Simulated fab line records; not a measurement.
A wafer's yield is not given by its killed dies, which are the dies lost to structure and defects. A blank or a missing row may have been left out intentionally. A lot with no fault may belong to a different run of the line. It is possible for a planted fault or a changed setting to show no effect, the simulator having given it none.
Comparing a struck lot with a sound one ; flow sky130 ; 14 out of 708 route steps
Sound: the wafers L678.1, L678.3, L678.5. The struck wafers were L676.2, L676.3, L676.4. The cause is given at the end.
For every step that has rows: the tool of each side, followed by ch and its chambers, followed by its first start. Under that, the readings that differ: sound wafers ; struck wafers ; difference of the means ; sigmas: that difference in standard deviations of wafers without a fault.
alike: same words and numbers on both sides, and readings whose means sit less than 2 such deviations apart. not compared: any withheld reading, any reading some wafer has no value for, any bound like >300 that may hide the same value, and any number with overlapping values for which the record gives no deviation.
Wherever a step has rows on one side only, a row that says differs or no value, or a row with sigmas, the two part there. Numbers that have no deviation but don't overlap get no sigmas and don't part them. Lack of a reading on every wafer of one side parts them only where that side has two or more wafers.

first, 1 step without rows for these wafers: SKY_VT_ADJUST_HVTR_DEVELOP_06 (develop time 60 s).
SKY_VT_ADJUST_HVTR_CD_MEAS_07 targets a cd of 380 nm.
  struck on cd_sem-01, day 13 20:49; sound on cd_sem-01, day 14 12:04
  alike: cd_nm
SKY_VT_ADJUST_HVTR_OVL_MEAS_08:
  struck on overlay-02, day 13 20:55; sound on overlay-02, day 14 12:11
  alike: VT_ADJUST_HVTR_OVL
next, for these wafers, 1 step has no rows: SKY_VT_ADJUST_HVTR_IMPLANT_09.
SKY_VT_ADJUST_HVTR_STRIP_10: strips in O2/N2.
  sound on plasma_asher-01 ch 0,1, day 14 12:22; struck on plasma_asher-02 ch 0,1, day 13 21:06
  alike: drypump_motor_current_A, oes_product_au, strip_time_to_endpoint_s
  not compared: rf_hours_counter_h
SKY_VT_ADJUST_HVTR_TW_MEAS_11:
  struck on film_metro-03, day 13 21:13; sound on film_metro-03, day 14 12:28
  alike: VT_ADJUST_HVTR_TW
then, 6 steps without rows for these wafers: SKY_VT_ADJUST_PCH_DEHYDRATE_00 (time 60 s); SKY_VT_ADJUST_PCH_HMDS_01 (prime time 60 s); SKY_VT_ADJUST_PCH_COAT_02 (resist thk 3000 nm); SKY_VT_ADJUST_PCH_SOFTBAKE_03; SKY_VT_ADJUST_PCH_EXPOSE_04 (exposes mask NWM, target cd 840 nm); SKY_VT_ADJUST_PCH_PEB_05.
SKY_VT_ADJUST_PCH_DEVELOP_06: develop time 60 s.
  sound on litho_track-02 ch 0, day 15 15:00; struck on litho_track-02, day 14 22:00
  no value came back on the struck wafers for chill_plate_temp_C (C), develop_time_s (s); on the sound wafers chill_plate_temp_C (C) reads 22.95 22.93 23.10
SKY_VT_ADJUST_PCH_OVL_MEAS_07:
  struck on overlay-02, day 14 22:55; sound on overlay-01, day 15 15:22
reading;sound;struck;difference;sigmas
VT_ADJUST_PCH_OVL (nm);-1.6 1.8 -1.5;- - -;no value on the struck wafers;

WHERE THEY PART
At SKY_VT_ADJUST_PCH_DEVELOP_06 first; at SKY_VT_ADJUST_PCH_OVL_MEAS_07 last (within this record only).

WHY: the cause the simulator had injected
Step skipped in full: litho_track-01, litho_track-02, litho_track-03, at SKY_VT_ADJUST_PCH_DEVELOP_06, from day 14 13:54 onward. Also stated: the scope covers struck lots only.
